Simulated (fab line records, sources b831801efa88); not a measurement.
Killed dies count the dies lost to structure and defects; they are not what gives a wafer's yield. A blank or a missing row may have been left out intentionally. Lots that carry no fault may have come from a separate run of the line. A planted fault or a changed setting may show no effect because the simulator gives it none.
Which tool did it? | flow sfq line | Sampling: 14 lots, 42 wafers, 6 of 325 route steps

WHAT THE GAUGES SHOWED, per wafer
SFQ_M0_RS_MEAS_904: the measuring method here is four-point-probe.
lot  | measured     | on            | M0_NB_RS (ohm/sq)
L480 | day 7 09:15  | film metro-01 | 0.904 0.906 0.896
L481 | day 7 17:37  | film metro-03 | 0.894 0.887 0.877
L482 | day 8 02:00  | film metro-02 | 0.889 0.894 0.895
L483 | day 8 09:58  | film metro-03 | 0.876 0.876 0.875
L484 | day 8 17:12  | film metro-02 | 0.889 0.887 0.889
L486 | day 9 13:35  | film metro-03 | 0.893 0.891 0.892
L488 | day 9 23:37  | film metro-01 | 0.898 0.902 0.905
L490 | day 10 05:37 | film metro-01 | 0.885 0.890 0.885
L491 | day 10 10:26 | film metro-02 | 0.873 0.876 0.871
L492 | day 10 16:25 | film metro-01 | 0.883 0.890 0.881
L493 | day 11 00:48 | film metro-01 | 0.889 0.562 0.888
L494 | day 11 05:11 | film metro-03 | 0.565 0.566 0.902
L497 | day 11 18:57 | film metro-02 | 0.908 0.891 0.899
L503 | day 13 12:56 | film metro-01 | 0.915 0.895 0.894

SFQ_I7_BOW_MEAS_946.
lot  | measured     | on            | I7_BOW (um)
L480 | day 68 01:53 | film metro-03 | 29 19 25
L481 | day 68 03:07 | film metro-01 | 3 -6 0
L482 | day 68 06:07 | film metro-03 | -1 -11 0
L483 | day 68 07:56 | film metro-02 | 34 31 38
L484 | day 68 09:11 | film metro-03 | 28 13 11
L486 | day 68 12:10 | film metro-02 | 16 16 11
L488 | day 68 18:08 | film metro-01 | 21 20 7
L490 | day 70 14:45 | film metro-03 | -1 -10 1
L491 | day 70 18:04 | film metro-01 | 5 19 2
L492 | day 72 08:17 | film metro-01 | 9 9 2
L493 | day 72 15:24 | film metro-02 | 4 13 -5
L494 | day 73 19:43 | film metro-02 | 12 11 19
L497 | day 75 07:17 | film metro-01 | 1 6 -3
L503 | day 80 17:17 | film metro-02 | 5 -2 1

WHAT TOOL EACH LOT RAN ON (gives the tool, then ch and the chambers of the sampled wafers, and finally the start)
lot  | SFQ_TRILAYER_M0_DEP_SPUTTER_019 | SFQ_TRILAYER_M0_ETCH_METAL_ETCH_024 | SFQ_TRILAYER_M6_ETCH_METAL_ETCH_162 | SFQ_TRILAYER_I7_DEP_PECVD_183
L480 | pvd sputter-05, day 7 09:10     | rie metal-03 ch 1, day 10 22:54     | rie metal-04 ch 1, day 61 10:41     | pecvd-02 ch 1,2, day 67 09:03
L481 | pvd sputter-03, day 7 17:31     | rie metal-03 ch 1, day 11 06:40     | rie metal-04 ch 0,1, day 61 15:29   | pecvd-03 ch 0,1,2, day 67 10:15
L482 | pvd sputter-05, day 8 01:55     | rie metal-04 ch 0,1, day 11 12:36   | rie metal-03 ch 0,1, day 61 16:41   | pecvd-04 ch 0,2, day 67 11:27
L483 | pvd sputter-04, day 8 09:50     | rie metal-04 ch 0,1, day 11 19:50   | rie metal-01 ch 0,1, day 61 21:34   | pecvd-03 ch 1,2, day 67 12:39
L484 | pvd sputter-05, day 8 17:03     | rie metal-02 ch 1, day 12 03:11     | rie metal-04 ch 0,1, day 61 23:55   | pecvd-02 ch 0,1,2, day 67 13:53
L486 | pvd sputter-05, day 9 13:27     | rie metal-02 ch 0,1, day 12 22:14   | rie metal-04 ch 0,1, day 62 03:31   | pecvd-03 ch 0,1,2, day 67 16:15
L488 | pvd sputter-05, day 9 23:31     | rie metal-04 ch 0,1, day 13 09:00   | rie metal-01 ch 1, day 64 09:11     | pecvd-03 ch 0,1, day 67 19:28
L490 | pvd sputter-03, day 10 05:31    | rie metal-02 ch 0,1, day 13 19:55   | rie metal-03 ch 0,1, day 69 22:09   | pecvd-03 ch 1,2, day 70 10:13
L491 | pvd sputter-04, day 10 10:17    | rie metal-04 ch 0,1, day 14 06:41   | rie metal-03 ch 0,1, day 70 01:47   | pecvd-04 ch 0,1,2, day 70 14:58
L492 | pvd sputter-04, day 10 16:17    | rie metal-04 ch 0,1, day 14 15:05   | rie metal-04 ch 0,1, day 71 16:17   | pecvd-04 ch 0,1,2, day 72 05:10
L493 | pvd sputter-04, day 11 00:41    | rie metal-04 ch 0,1, day 15 03:03   | rie metal-03 ch 0,1, day 71 18:39   | pecvd-02 ch 1,2, day 72 12:18
L494 | pvd sputter-04, day 11 05:02    | rie metal-03 ch 0,1, day 15 10:25   | rie metal-03 ch 0,1, day 73 04:34   | pecvd-02 ch 0,1,2, day 73 16:37
L497 | pvd sputter-03, day 11 18:50    | rie metal-04 ch 1, day 16 09:10     | rie metal-03 ch 0,1, day 74 10:15   | pecvd-04 ch 0,2, day 74 22:23
L503 | pvd sputter-03, day 13 12:50    | rie metal-02 ch 1, day 18 20:16     | rie metal-03 ch 0,1, day 76 03:11   | pecvd-02 ch 0,2, day 80 13:21
- SFQ_TRILAYER_M0_DEP_SPUTTER_019: material Nb, target thk 200 nm, time 133.3 s.
- SFQ_TRILAYER_M0_ETCH_METAL_ETCH_024: etches Nb in Cl2/Ar, stops on SiO2, target depth 240 nm, time 120 s.
- SFQ_TRILAYER_M6_ETCH_METAL_ETCH_162: etches Nb in Cl2/Ar, stops on SiO2, target depth 240 nm, time 120 s.
- SFQ_TRILAYER_I7_DEP_PECVD_183: deposits SiO2 from SiH4/N2O, time 111.11 s, target thk 500 nm.

WHAT THE TOOLS THEMSELVES READ (means of the sampled wafers that have a number; where no wafer has one, the mark that the record gives instead)
SFQ_TRILAYER_M0_DEP_SPUTTER_019.
lot  | tool           | throttle valve pct (%)
L480 | pvd sputter-05 | 29.8
L481 | pvd sputter-03 | 30.9
L482 | pvd sputter-05 | 30.1
L483 | pvd sputter-04 | 30.9
L484 | pvd sputter-05 | 30.5
L486 | pvd sputter-05 | 29.6
L488 | pvd sputter-05 | 29.7
L490 | pvd sputter-03 | 29.5
L491 | pvd sputter-04 | 30.3
L492 | pvd sputter-04 | 29.2
L493 | pvd sputter-04 | 30.7
L494 | pvd sputter-04 | 30.8
L497 | pvd sputter-03 | 30.3
L503 | pvd sputter-03 | 30.3

SFQ_TRILAYER_M0_ETCH_METAL_ETCH_024.
lot  | tool         | drypump motor current A (A) | oes product au (a.u.)
L480 | rie metal-03 | 6.4                         | 0.890
L481 | rie metal-03 | 6.5                         | 0.901
L482 | rie metal-04 | 5.8                         | 0.888
L483 | rie metal-04 | 5.4                         | 0.903
L484 | rie metal-02 | 6.0                         | 0.892
L486 | rie metal-02 | 5.2                         | 0.897
L488 | rie metal-04 | 5.4                         | 0.888
L490 | rie metal-02 | 5.6                         | 0.899
L491 | rie metal-04 | 5.5                         | 0.906
L492 | rie metal-04 | 5.4                         | 0.900
L493 | rie metal-04 | 5.4                         | 0.929
L494 | rie metal-03 | 6.4                         | 0.959
L497 | rie metal-04 | 5.0                         | 0.890
L503 | rie metal-02 | 6.0                         | 0.889

SFQ_TRILAYER_M6_ETCH_METAL_ETCH_162.
lot  | tool         | drypump motor current A (A) | oes product au (a.u.)
L480 | rie metal-04 | 5.0                         | 0.900
L481 | rie metal-04 | 5.8                         | 0.886
L482 | rie metal-03 | 6.4                         | 0.894
L483 | rie metal-01 | 5.9                         | 0.891
L484 | rie metal-04 | 5.8                         | 0.891
L486 | rie metal-04 | 5.4                         | 0.893
L488 | rie metal-01 | 6.0                         | 0.899
L490 | rie metal-03 | 6.4                         | 0.890
L491 | rie metal-03 | 6.4                         | 0.891
L492 | rie metal-04 | 5.4                         | 0.895
L493 | rie metal-03 | 6.4                         | 0.894
L494 | rie metal-03 | 6.4                         | 0.891
L497 | rie metal-03 | 6.3                         | 0.901
L503 | rie metal-03 | 6.4                         | 0.901

SFQ_TRILAYER_I7_DEP_PECVD_183.
lot  | tool     | heater power w (W) | throttle valve pct (%)
L480 | pecvd-02 | 84                 | 26.4
L481 | pecvd-03 | 73                 | 22.9
L482 | pecvd-04 | 72                 | 24.3
L483 | pecvd-03 | 79                 | 23.1
L484 | pecvd-02 | 83                 | 25.8
L486 | pecvd-03 | 63                 | 23.2
L488 | pecvd-03 | 70                 | 23.0
L490 | pecvd-03 | 76                 | 23.3
L491 | pecvd-04 | 95                 | 24.5
L492 | pecvd-04 | 91                 | 24.8
L493 | pecvd-02 | 82                 | 26.5
L494 | pecvd-02 | 88                 | 25.9
L497 | pecvd-04 | 93                 | 24.7
L503 | pecvd-02 | 80                 | 25.9

THE ANSWER, worked out from the rows above alone
Rule: usual is defined by the lots themselves. Put in order of their means at a reading, lots are off if they are a third of the lots or fewer, leave a main group of 4 or more, and stand apart from it by a gap of 3 or more times the standard deviation of the main group's means; of several such gaps the widest counts. The tables above print the reading to a certain number of digits; a main group whose means all agree to those digits is not used. Also off: a lot with no number at a reading for which 4 or more lots have one. The other lots that the step has rows for count as sound. Order of review: gauges by route order, followed by the tools' own readings, for which a lot's mean as printed above is used. The first step at which some lot is off is used, and at that step the reading that is off furthest; a lot without a number counts as furthest.
Off: L493, L494, seen at SFQ_M0_RS_MEAS_904 (M0_NB_RS). The main group has a mean of 0.890 ohm/sq with a standard deviation of 0.0093.
If a tool, at a process step before that reading, ran all the lots that are off and no sound lot after the first of them, it fits. The gauges at SFQ_M0_RS_MEAS_904 aren't tried: what is off there is off at SFQ_TRILAYER_M0_ETCH_METAL_ETCH_024 too, on other tools, and a gauge's error can't cause that. One fits: pvd sputter-04 at SFQ_TRILAYER_M0_DEP_SPUTTER_019. Its last sound lot is L492 (day 10 16:17), its first lot that is off L493 (day 11 00:41): a fault that began between those two fits.

WHAT WAS PUT IN BY THE SIMULATOR
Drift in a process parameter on pvd sputter-04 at SFQ_TRILAYER_M0_DEP_SPUTTER_019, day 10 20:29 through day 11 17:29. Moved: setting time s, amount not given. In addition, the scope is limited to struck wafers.
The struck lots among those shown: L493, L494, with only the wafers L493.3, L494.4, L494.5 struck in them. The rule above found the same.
